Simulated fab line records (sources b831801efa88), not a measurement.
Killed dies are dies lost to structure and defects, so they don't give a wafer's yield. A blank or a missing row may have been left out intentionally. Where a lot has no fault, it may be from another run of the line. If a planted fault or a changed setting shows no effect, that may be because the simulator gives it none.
What tool caused it? || flow sky130 || 11 lots, 33 wafers sampled, at 4 steps of a route of 708

WHAT THE GAUGES SHOWED, per wafer
SKY_VIA3_RS_MEAS_22: the measuring method here is four-point-probe. Usual: VIA3_W_RS 0.296 ohm/sq, standard deviation 0.0033.
{"lot": "L329", "measured": "day 39 15:58", "on": "film metro-03", "VIA3_W_RS (ohm/sq)": "0.296 0.296 0.299", "flag": ""}
{"lot": "L330", "measured": "day 39 17:08", "on": "film metro-03", "VIA3_W_RS (ohm/sq)": "0.297 0.293 0.297", "flag": ""}
{"lot": "L331", "measured": "day 40 16:52", "on": "film metro-03", "VIA3_W_RS (ohm/sq)": "0.290 0.294 0.292", "flag": ""}
{"lot": "L332", "measured": "day 40 17:26", "on": "film metro-04", "VIA3_W_RS (ohm/sq)": "0.294 0.302 0.295", "flag": ""}
{"lot": "L333", "measured": "day 40 19:04", "on": "film metro-04", "VIA3_W_RS (ohm/sq)": "0.296 0.293 0.296", "flag": ""}
{"lot": "L334", "measured": "day 41 04:55", "on": "film metro-04", "VIA3_W_RS (ohm/sq)": "0.297 0.290 0.291", "flag": ""}
{"lot": "L339", "measured": "day 42 22:38", "on": "film metro-03", "VIA3_W_RS (ohm/sq)": "0.302 0.296 0.299", "flag": ""}
{"lot": "L341", "measured": "day 43 02:47", "on": "film metro-03", "VIA3_W_RS (ohm/sq)": "0.292 0.296 0.294", "flag": ""}
{"lot": "L349", "measured": "day 45 05:37", "on": "film metro-02", "VIA3_W_RS (ohm/sq)": "0.297 0.301 0.299", "flag": ""}
{"lot": "L351", "measured": "day 46 13:08", "on": "film metro-04", "VIA3_W_RS (ohm/sq)": "0.298 0.299 0.303", "flag": ""}
{"lot": "L352", "measured": "day 46 14:51", "on": "film metro-02", "VIA3_W_RS (ohm/sq)": "0.297 0.297 0.297", "flag": ""}

SKY_VIA3_THK_MEAS_23: measures by xrf. Usual: VIA3_W_THK 375 nm, standard deviation 6.2.
{"lot": "L329", "measured": "day 39 16:05", "on": "film metro-03", "VIA3_W_THK (nm)": "381 381 380", "flag": ""}
{"lot": "L330", "measured": "day 39 17:14", "on": "film metro-03", "VIA3_W_THK (nm)": "382 385 380", "flag": ""}
{"lot": "L331", "measured": "day 40 16:58", "on": "film metro-03", "VIA3_W_THK (nm)": "385 380 383", "flag": ""}
{"lot": "L332", "measured": "day 40 17:34", "on": "film metro-04", "VIA3_W_THK (nm)": "372 361 372", "flag": ""}
{"lot": "L333", "measured": "day 40 19:11", "on": "film metro-04", "VIA3_W_THK (nm)": "370 376 372", "flag": ""}
{"lot": "L334", "measured": "day 41 05:01", "on": "film metro-04", "VIA3_W_THK (nm)": "372 381 380", "flag": ""}
{"lot": "L339", "measured": "day 42 22:45", "on": "film metro-03", "VIA3_W_THK (nm)": "369 377 377", "flag": ""}
{"lot": "L341", "measured": "day 43 02:53", "on": "film metro-03", "VIA3_W_THK (nm)": "386 384 385", "flag": ""}
{"lot": "L349", "measured": "day 45 05:44", "on": "film metro-02", "VIA3_W_THK (nm)": "373 365 369", "flag": ""}
{"lot": "L351", "measured": "day 46 13:16", "on": "film metro-04", "VIA3_W_THK (nm)": "368 366 364", "flag": ""}
{"lot": "L352", "measured": "day 46 14:58", "on": "film metro-02", "VIA3_W_THK (nm)": "367 368 369", "flag": ""}

TOOL THAT RAN EACH LOT (tool first, then ch and the chambers of the sampled wafers, then the start)
{"lot": "L329", "SKY_VIA2_ETCH_14": "rie diel-01 ch 1,2,3, day 36 06:26", "SKY_VIA3_ETCH_14": "rie diel-02 ch 1,3, day 39 14:58"}
{"lot": "L330", "SKY_VIA2_ETCH_14": "rie diel-03 ch 0,2,3, day 36 08:50", "SKY_VIA3_ETCH_14": "rie diel-04 ch 0,1,2, day 39 16:12"}
{"lot": "L331", "SKY_VIA2_ETCH_14": "rie diel-01 ch 2,3, day 37 08:56", "SKY_VIA3_ETCH_14": "rie diel-04 ch 0,1,2, day 40 15:55"}
{"lot": "L332", "SKY_VIA2_ETCH_14": "rie diel-04 ch 1,2,3, day 37 10:22", "SKY_VIA3_ETCH_14": "rie diel-03 ch 1,2, day 40 16:33"}
{"lot": "L333", "SKY_VIA2_ETCH_14": "rie diel-04 ch 1,2,3, day 37 11:26", "SKY_VIA3_ETCH_14": "rie diel-03 ch 0,1, day 40 18:08"}
{"lot": "L334", "SKY_VIA2_ETCH_14": "rie diel-01 ch 0,2,3, day 37 21:52", "SKY_VIA3_ETCH_14": "rie diel-03 ch 0,2, day 41 04:00"}
{"lot": "L339", "SKY_VIA2_ETCH_14": "rie diel-03 ch 0,1,2, day 39 17:41", "SKY_VIA3_ETCH_14": "rie diel-04 ch 1,2,3, day 42 21:40"}
{"lot": "L341", "SKY_VIA2_ETCH_14": "rie diel-04 ch 0,1,3, day 39 22:26", "SKY_VIA3_ETCH_14": "rie diel-03 ch 1,2, day 43 01:50"}
{"lot": "L349", "SKY_VIA2_ETCH_14": "rie diel-03 ch 0,2, day 42 05:52", "SKY_VIA3_ETCH_14": "rie diel-03 ch 1,2, day 45 04:42"}
{"lot": "L351", "SKY_VIA2_ETCH_14": "rie diel-03 ch 0,2, day 43 15:22", "SKY_VIA3_ETCH_14": "rie diel-02 ch 0,1,2, day 46 12:12"}
{"lot": "L352", "SKY_VIA2_ETCH_14": "rie diel-04 ch 1,2,3, day 43 16:05", "SKY_VIA3_ETCH_14": "rie diel-04 ch 0,3, day 46 13:55"}
- SKY_VIA2_ETCH_14: etches BARC in N2/H2, stops on SiO2, time 45.9 s, target depth 60 nm.
- SKY_VIA3_ETCH_14: etches BARC in N2/H2, stops on SiO2, time 45.9 s, target depth 60 nm.

WHAT THE TOOLS THEMSELVES READ (means of the sampled wafers that have a number; where no wafer has one, the mark that the record gives instead)
SKY_VIA2_ETCH_14. Usual: drypump motor current A 5.5 A, standard deviation 0.46; oes product au 0.845 a.u., standard deviation 0.0047; throttle valve pct 13.223 %, standard deviation 0.0096.
{"lot": "L329", "tool": "rie diel-01", "drypump motor current A (A)": 5.4, "oes product au (a.u.)": 0.847, "throttle valve pct (%)": 13.226, "flag": ""}
{"lot": "L330", "tool": "rie diel-03", "drypump motor current A (A)": 5.4, "oes product au (a.u.)": 0.845, "throttle valve pct (%)": 13.226, "flag": ""}
{"lot": "L331", "tool": "rie diel-01", "drypump motor current A (A)": 5.6, "oes product au (a.u.)": 0.845, "throttle valve pct (%)": 13.227, "flag": ""}
{"lot": "L332", "tool": "rie diel-04", "drypump motor current A (A)": 5.3, "oes product au (a.u.)": 0.843, "throttle valve pct (%)": 13.214, "flag": ""}
{"lot": "L333", "tool": "rie diel-04", "drypump motor current A (A)": 5.3, "oes product au (a.u.)": 0.845, "throttle valve pct (%)": 13.225, "flag": ""}
{"lot": "L334", "tool": "rie diel-01", "drypump motor current A (A)": 5.7, "oes product au (a.u.)": 0.844, "throttle valve pct (%)": 13.218, "flag": ""}
{"lot": "L339", "tool": "rie diel-03", "drypump motor current A (A)": 5.6, "oes product au (a.u.)": 0.843, "throttle valve pct (%)": 13.219, "flag": ""}
{"lot": "L341", "tool": "rie diel-04", "drypump motor current A (A)": 5.5, "oes product au (a.u.)": 0.846, "throttle valve pct (%)": 13.221, "flag": ""}
{"lot": "L349", "tool": "rie diel-03", "drypump motor current A (A)": 5.1, "oes product au (a.u.)": 0.846, "throttle valve pct (%)": 13.220, "flag": ""}
{"lot": "L351", "tool": "rie diel-03", "drypump motor current A (A)": 5.3, "oes product au (a.u.)": 0.846, "throttle valve pct (%)": 13.210, "flag": ""}
{"lot": "L352", "tool": "rie diel-04", "drypump motor current A (A)": 5.3, "oes product au (a.u.)": 0.842, "throttle valve pct (%)": 13.223, "flag": ""}

SKY_VIA3_ETCH_14. Usual: drypump motor current A 5.6 A, standard deviation 0.56; oes product au 0.854 a.u., standard deviation 0.0051; throttle valve pct 13.526 %, standard deviation 0.0094.
{"lot": "L329", "tool": "rie diel-02", "drypump motor current A (A)": 6.2, "oes product au (a.u.)": 0.851, "throttle valve pct (%)": 13.523, "flag": ""}
{"lot": "L330", "tool": "rie diel-04", "drypump motor current A (A)": 5.4, "oes product au (a.u.)": 0.854, "throttle valve pct (%)": 13.519, "flag": ""}
{"lot": "L331", "tool": "rie diel-04", "drypump motor current A (A)": 5.4, "oes product au (a.u.)": 0.851, "throttle valve pct (%)": 13.525, "flag": ""}
{"lot": "L332", "tool": "rie diel-03", "drypump motor current A (A)": 5.8, "oes product au (a.u.)": 0.846, "throttle valve pct (%)": 13.514, "flag": ""}
{"lot": "L333", "tool": "rie diel-03", "drypump motor current A (A)": 6.0, "oes product au (a.u.)": 0.862, "throttle valve pct (%)": 13.532, "flag": ""}
{"lot": "L334", "tool": "rie diel-03", "drypump motor current A (A)": 5.3, "oes product au (a.u.)": 0.856, "throttle valve pct (%)": 13.524, "flag": ""}
{"lot": "L339", "tool": "rie diel-04", "drypump motor current A (A)": 5.3, "oes product au (a.u.)": 0.849, "throttle valve pct (%)": 13.529, "flag": ""}
{"lot": "L341", "tool": "rie diel-03", "drypump motor current A (A)": 6.1, "oes product au (a.u.)": 0.852, "throttle valve pct (%)": 13.532, "flag": ""}
{"lot": "L349", "tool": "rie diel-03", "drypump motor current A (A)": 5.8, "oes product au (a.u.)": 0.855, "throttle valve pct (%)": 13.531, "flag": ""}
{"lot": "L351", "tool": "rie diel-02", "drypump motor current A (A)": 6.0, "oes product au (a.u.)": 0.860, "throttle valve pct (%)": 13.524, "flag": ""}
{"lot": "L352", "tool": "rie diel-04", "drypump motor current A (A)": 5.4, "oes product au (a.u.)": 0.851, "throttle valve pct (%)": 13.524, "flag": ""}

THE ANSWER, worked out from the rows above alone
Rule: take the mean of a lot's wafers that have a number; if it is more than 3 standard deviations from the usual mean, the lot is off. A lot without any number at a reading at which 4 lots or more have one is off too. All remaining lots with rows at the step are treated as sound. The gauges are gone through in route order, then the tools' own readings, and for those a lot's mean is taken as printed above. At the first step where some lot is off, the reading lying furthest off is the one used; lots without a number count as furthest.
No lot is off on any of the readings shown, so nothing can be concluded from this.

WHAT HAD BEEN PUT IN BY THE SIMULATOR
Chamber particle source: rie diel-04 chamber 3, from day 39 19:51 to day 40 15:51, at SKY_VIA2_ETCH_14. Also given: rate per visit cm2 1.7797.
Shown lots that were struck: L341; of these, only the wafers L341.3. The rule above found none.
